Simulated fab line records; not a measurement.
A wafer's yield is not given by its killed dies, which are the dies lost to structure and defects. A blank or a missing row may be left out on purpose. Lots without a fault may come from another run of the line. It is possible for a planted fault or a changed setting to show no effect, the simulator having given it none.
Chamber matching :: flow gf180mcu :: 3 sister chambers for GF_PASSIVATION_ETCH_11 on rie-diel-02
The step etches the open film in CF4/O2, stops on TiN, target depth 1800 nm, time 400 s. 16 wafers are shown with their chamber, then 3 later ones without.

## EACH WAFER AND ITS CHAMBER
wafer: L076.1
chamber: 1
drypump-motor-current-A (A): 5.6
throttle-valve-pct (%): 5.959
rf-fwd-power-W (W): 797.2

wafer: L076.2
chamber: 2
drypump-motor-current-A (A): 5.8
throttle-valve-pct (%): 5.958
rf-fwd-power-W (W): 803.4

wafer: L076.5
chamber: 2
drypump-motor-current-A (A): 5.8
throttle-valve-pct (%): 5.972
rf-fwd-power-W (W): 800.6

wafer: L080.3
chamber: 0
drypump-motor-current-A (A): 5.3
throttle-valve-pct (%): 5.964
rf-fwd-power-W (W): 798.1

wafer: L080.4
chamber: 2
drypump-motor-current-A (A): 5.8
throttle-valve-pct (%): 5.967
rf-fwd-power-W (W): 795.3

wafer: L080.6
chamber: 1
drypump-motor-current-A (A): 5.6
throttle-valve-pct (%): 5.978
rf-fwd-power-W (W): 796.1

wafer: L081.2
chamber: 0
drypump-motor-current-A (A): 5.3
throttle-valve-pct (%): 5.976
rf-fwd-power-W (W): 796.9

wafer: L081.3
chamber: 1
drypump-motor-current-A (A): 5.6
throttle-valve-pct (%): 5.961
rf-fwd-power-W (W): 797.9

wafer: L081.5
chamber: 1
drypump-motor-current-A (A): 5.6
throttle-valve-pct (%): 5.957
rf-fwd-power-W (W): 797.7

wafer: L084.1
chamber: 2
drypump-motor-current-A (A): 5.8
throttle-valve-pct (%): 5.958
rf-fwd-power-W (W): 797.2

wafer: L084.3
chamber: 0
drypump-motor-current-A (A): 5.3
throttle-valve-pct (%): 5.955
rf-fwd-power-W (W): 797.2

wafer: L084.5
chamber: 0
drypump-motor-current-A (A): 5.4
throttle-valve-pct (%): 5.966
rf-fwd-power-W (W): 793.9

wafer: L086.1
chamber: 2
drypump-motor-current-A (A): 5.8
throttle-valve-pct (%): 5.957
rf-fwd-power-W (W): 797.5

wafer: L086.5
chamber: 1
drypump-motor-current-A (A): 5.6
throttle-valve-pct (%): 5.961
rf-fwd-power-W (W): 796.8

wafer: L086.6
chamber: 0
drypump-motor-current-A (A): 5.3
throttle-valve-pct (%): 5.969
rf-fwd-power-W (W): 795.9

wafer: L088.2
chamber: 0
drypump-motor-current-A (A): 5.3
throttle-valve-pct (%): 5.981
rf-fwd-power-W (W): 802.8

SIGNATURES, as means of the wafers listed above
reading: drypump-motor-current-A
chamber 0: 5.317
chamber 1: 5.600
chamber 2: 5.800
scatter within a chamber: 0.0253

reading: throttle-valve-pct
chamber 0: 5.96850
chamber 1: 5.96320
chamber 2: 5.96240
scatter within a chamber: 0.00826

reading: rf-fwd-power-W
chamber 0: 797.467
chamber 1: 797.140
chamber 2: 798.800
scatter within a chamber: 2.59
Rule: for each reading, subtract the chamber's mean from the wafer's reading, divide by that reading's scatter and square the result; add these up over the readings and take the root, which gives the wafer's distance from the chamber. The wafer belongs to the nearest chamber; if the next one is less than 2 further off, it can't be placed. The scatter is the square root of a quotient: the sum, over the shown wafers, of each reading's squared deviation from its chamber's mean, divided by wafers minus chambers.

## WAFERS WHOSE CHAMBER IS MISSING
wafer: L088.4
drypump-motor-current-A (A): 5.6
throttle-valve-pct (%): 5.967
rf-fwd-power-W (W): 796.1

wafer: L090.5
drypump-motor-current-A (A): 5.3
throttle-valve-pct (%): 5.963
rf-fwd-power-W (W): 797.8

wafer: L096.5
drypump-motor-current-A (A): 5.6
throttle-valve-pct (%): 5.977
rf-fwd-power-W (W): 798.7

## WHICH CHAMBER EACH ONE RAN IN
wafer: L088.4
from the rows above: 1
in truth: 1

wafer: L090.5
from the rows above: 0
in truth: 0

wafer: L096.5
from the rows above: 1
in truth: 1
Placed correctly: 3 of 3. From these rows, 0 cannot be placed. 0 placed wrongly.
